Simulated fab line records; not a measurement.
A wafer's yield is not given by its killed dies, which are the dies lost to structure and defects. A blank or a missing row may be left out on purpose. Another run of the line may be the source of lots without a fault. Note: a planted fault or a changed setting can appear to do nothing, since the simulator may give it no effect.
Tool commonality check || flow sky130 || Sample size 13 lots and 39 wafers

THE REASON FOR OPENING IT
Of 13 lots, 3 have the reading SONOS_ONO_CVD_02_THK flagged at SKY_SONOS_ONO_THK_MEAS_03. Fault-free wafers read 10.42 nm, with a standard deviation of 0.13.
Rule: flag the lot when none of its wafers has a number, or when each of its wafers that has one lies beyond 4 standard deviations from that mean. All remaining lots are regarded as sound.

{"lot": "L715", "measured": "day 11 17:59", "on": "film_metro-01", "SONOS_ONO_CVD_02_THK (nm), wafer by wafer": "10.43 10.38 10.32", "flag": ""}
{"lot": "L717", "measured": "day 13 08:51", "on": "film_metro-03", "SONOS_ONO_CVD_02_THK (nm), wafer by wafer": "10.68 10.64 10.54", "flag": ""}
{"lot": "L720", "measured": "day 13 22:28", "on": "film_metro-01", "SONOS_ONO_CVD_02_THK (nm), wafer by wafer": "10.35 10.28 10.36", "flag": ""}
{"lot": "L721", "measured": "day 14 02:27", "on": "film_metro-01", "SONOS_ONO_CVD_02_THK (nm), wafer by wafer": "10.50 10.53 10.48", "flag": ""}
{"lot": "L722", "measured": "day 14 07:59", "on": "film_metro-03", "SONOS_ONO_CVD_02_THK (nm), wafer by wafer": "10.41 10.45 10.51", "flag": ""}
{"lot": "L724", "measured": "day 15 07:50", "on": "film_metro-01", "SONOS_ONO_CVD_02_THK (nm), wafer by wafer": "10.58 10.33 10.37", "flag": ""}
{"lot": "L725", "measured": "day 15 07:50", "on": "film_metro-03", "SONOS_ONO_CVD_02_THK (nm), wafer by wafer": "10.37 10.44 10.33", "flag": ""}
{"lot": "L726", "measured": "day 15 16:23", "on": "film_metro-01", "SONOS_ONO_CVD_02_THK (nm), wafer by wafer": "10.50 10.42 10.54", "flag": ""}
{"lot": "L729", "measured": "day 16 09:33", "on": "film_metro-01", "SONOS_ONO_CVD_02_THK (nm), wafer by wafer": "10.60 10.53 10.57", "flag": ""}
{"lot": "L731", "measured": "day 17 04:12", "on": "film_metro-03", "SONOS_ONO_CVD_02_THK (nm), wafer by wafer": "10.36 10.25 10.32", "flag": ""}
{"lot": "L733", "measured": "day 17 17:53", "on": "film_metro-01", "SONOS_ONO_CVD_02_THK (nm), wafer by wafer": "11.42 11.41 11.50", "flag": "FLAGGED"}
{"lot": "L734", "measured": "day 18 03:28", "on": "film_metro-01", "SONOS_ONO_CVD_02_THK (nm), wafer by wafer": "11.36 11.45 11.53", "flag": "FLAGGED"}
{"lot": "L735", "measured": "day 18 08:54", "on": "film_metro-01", "SONOS_ONO_CVD_02_THK (nm), wafer by wafer": "11.24 11.26 11.24", "flag": "FLAGGED"}
On average the flagged lots' numbers are 11.38 nm, which is +0.96 nm against the usual, or +7 standard deviations.

EACH LOT AND THE TOOL IT RAN ON
The record holds 1 process step before the reading, out of a route of 708 steps. Read each cell as the tool, then ch plus the chambers that the sampled wafers visited, then the start.
{"lot": "L715", "flag": "", "SKY_SONOS_ONO_CVD_02": "lpcvd-02 ch 1, day 11 16:56"}
{"lot": "L717", "flag": "", "SKY_SONOS_ONO_CVD_02": "lpcvd-02 ch 0, day 13 07:47"}
{"lot": "L720", "flag": "", "SKY_SONOS_ONO_CVD_02": "lpcvd-02 ch 1, day 13 21:25"}
{"lot": "L721", "flag": "", "SKY_SONOS_ONO_CVD_02": "lpcvd-02 ch 1, day 14 01:18"}
{"lot": "L722", "flag": "", "SKY_SONOS_ONO_CVD_02": "lpcvd-02 ch 0, day 14 06:56"}
{"lot": "L724", "flag": "", "SKY_SONOS_ONO_CVD_02": "lpcvd-02 ch 0, day 15 06:46"}
{"lot": "L725", "flag": "", "SKY_SONOS_ONO_CVD_02": "lpcvd-02 ch 0, day 15 06:46"}
{"lot": "L726", "flag": "", "SKY_SONOS_ONO_CVD_02": "lpcvd-02 ch 1, day 15 15:20"}
{"lot": "L729", "flag": "", "SKY_SONOS_ONO_CVD_02": "lpcvd-02 ch 0, day 16 08:29"}
{"lot": "L731", "flag": "", "SKY_SONOS_ONO_CVD_02": "lpcvd-02 ch 1, day 17 03:09"}
{"lot": "L733", "flag": "FLAGGED", "SKY_SONOS_ONO_CVD_02": "lpcvd-02 ch 0, day 17 16:49"}
{"lot": "L734", "flag": "FLAGGED", "SKY_SONOS_ONO_CVD_02": "lpcvd-02 ch 0, day 18 02:23"}
{"lot": "L735", "flag": "FLAGGED", "SKY_SONOS_ONO_CVD_02": "lpcvd-02 ch 0, day 18 07:17"}
These steps, and what they do:
- SKY_SONOS_ONO_CVD_02: deposits Si3N4 from DCS/NH3, target thk 10.5 nm, time 180 s.
- SKY_SONOS_ONO_THK_MEAS_03

FLAGGED AGAINST TOTAL, ONE TOOL AT A TIME (gauges that did the reading follow at the end)
{"step": "SKY_SONOS_ONO_CVD_02", "tool": "lpcvd-02", "lots run": 13, "flagged": 3, "share of the flagged lots": "all", "sound lots run after its first flagged lot": 0}
{"step": "SKY_SONOS_ONO_THK_MEAS_03", "tool": "film_metro-01", "lots run": 9, "flagged": 3, "share of the flagged lots": "all", "sound lots run after its first flagged lot": 0}
{"step": "SKY_SONOS_ONO_THK_MEAS_03", "tool": "film_metro-03", "lots run": 4, "flagged": 0, "share of the flagged lots": "none", "sound lots run after its first flagged lot": "-"}

WHAT THE TABLE ALLOWS
In 2 table rows, all flagged lots were run: lpcvd-02 (SKY_SONOS_ONO_CVD_02), film_metro-01 (SKY_SONOS_ONO_THK_MEAS_03).
- lpcvd-02 at SKY_SONOS_ONO_CVD_02 ran 13 lots, 3 of them flagged. A fault beginning between L731 (day 17 03:09), its last sound lot, and L733 (day 17 16:49), its first flagged one, fits the data.
- film_metro-01 at SKY_SONOS_ONO_THK_MEAS_03 ran 9 lots, 3 of them flagged. A fault beginning between L729 (day 16 09:33), its last sound lot, and L733 (day 17 17:53), its first flagged one, fits the data.
These 2 tools cannot be told apart by counting lots, since each of them fits a fault that started at some hour. More lots, or a look at what each step does to the wafer, might.

WHAT THE SIMULATOR PUT IN
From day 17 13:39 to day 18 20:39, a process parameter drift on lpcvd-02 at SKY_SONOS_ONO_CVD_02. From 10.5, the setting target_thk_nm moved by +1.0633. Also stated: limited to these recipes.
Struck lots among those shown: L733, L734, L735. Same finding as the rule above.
